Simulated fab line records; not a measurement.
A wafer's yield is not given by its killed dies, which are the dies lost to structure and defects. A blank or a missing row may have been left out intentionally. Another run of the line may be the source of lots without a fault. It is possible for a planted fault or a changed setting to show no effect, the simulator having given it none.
A single fault, viewed from 2 desks -- flow gf180mcu -- what lay behind the numbers comes last; until then each desk has only its own

## AT THE METROLOGY DESK
Means of the sampled wafers that have a number, per lot and without regard to the tool the lot ran on: this is what the gauges read. Any lot whose mean is over 4 standard deviations away from the usual mean is out of limits and marked OUT; that distance is given in the brackets.
Columns: A = V5_CVD_00_THK at GF_V5_THK_MEAS_01, usual 299 nm; B = V5_OVL at GF_V5_OVL_MEAS_15, usual 3 nm; C = V5_W_THK at GF_V5_THK_MEAS_25, usual 360 nm; D = TOP_METAL_ALCU_RS at GF_TOP_METAL_RS_MEAS_05, usual 0.0331 ohm/sq; E = TOP_METAL_ALCU_THK at GF_TOP_METAL_THK_MEAS_06, usual 879 nm
lot,first seen here,A,B,C,D,E
L220,day 26 15:15,293,8,363,0.0331,877
L221,day 27 02:37,297,0,355,0.0337,864
L222,day 27 08:49,297,3,358,0.0331,882
L223,day 27 16:31,296,-0,360,0.0332,877
L225,day 28 07:56,303,4,367,0.0330,873
L227,day 29 00:07,301,3,358,0.0305 (-6.0) OUT,961 (+6.3) OUT
L228,day 29 04:35,300,3,364,0.0332,875
L237,day 31 17:44,299,2,362,0.0329,892
L238,day 31 21:19,295,3,362,0.0337,857
L239,day 32 01:01,304,3,355,0.0325,901
L240,day 32 13:56,294,4,353,0.0328,887
L241,day 32 17:44,303,2,356,0.0330,892
L242,day 32 20:47,295,9,359,0.0336,871
Finding of this desk: L227 out of limits, first seen on L227 at day 29 21:29 (TOP_METAL_ALCU_RS at GF_TOP_METAL_RS_MEAS_05). In limits: L220, L221, L222, L223, L225, L228, L237, L238, L239, L240, L241, L242.

## TOOL OWNER'S DESK, pvd sputter-03
The tool's own readings at GF_TOP_METAL_SPUTTER_02 (material AlCu, target thk 900 nm, time 47.19 s): means of the sampled wafers that have a number, for each lot that ran on this tool. Any lot whose mean is over 4 standard deviations away from the usual mean is out of limits and marked OUT; that distance is given in the brackets.
Columns: A = throttle valve pct at GF_TOP_METAL_SPUTTER_02, usual 29.7 %
lot,first seen here,A
L221,day 28 01:04,30.4
L225,day 29 05:20,30.5
L227,day 29 21:24,29.8
L240,day 33 09:12,30.0
This desk found nothing out of limits on any of the 4 lots.

## ALL TOGETHER
An alarm was possible from the metrology desk at day 29 21:29, on L227.
Nothing out of limits was seen by the tool owner's desk.
On record at the tool owner's desk: L227, within its limits.
Every lot named ran GF_TOP_METAL_SPUTTER_02 on pvd sputter-03.

## WHAT HAD BEEN PUT IN BY THE SIMULATOR
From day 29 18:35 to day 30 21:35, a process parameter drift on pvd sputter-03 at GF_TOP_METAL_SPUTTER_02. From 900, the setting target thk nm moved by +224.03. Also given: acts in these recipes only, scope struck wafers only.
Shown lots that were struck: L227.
Time in hours between the start of the fault and the first out-of-limits reading at each desk: metrology desk, 3.
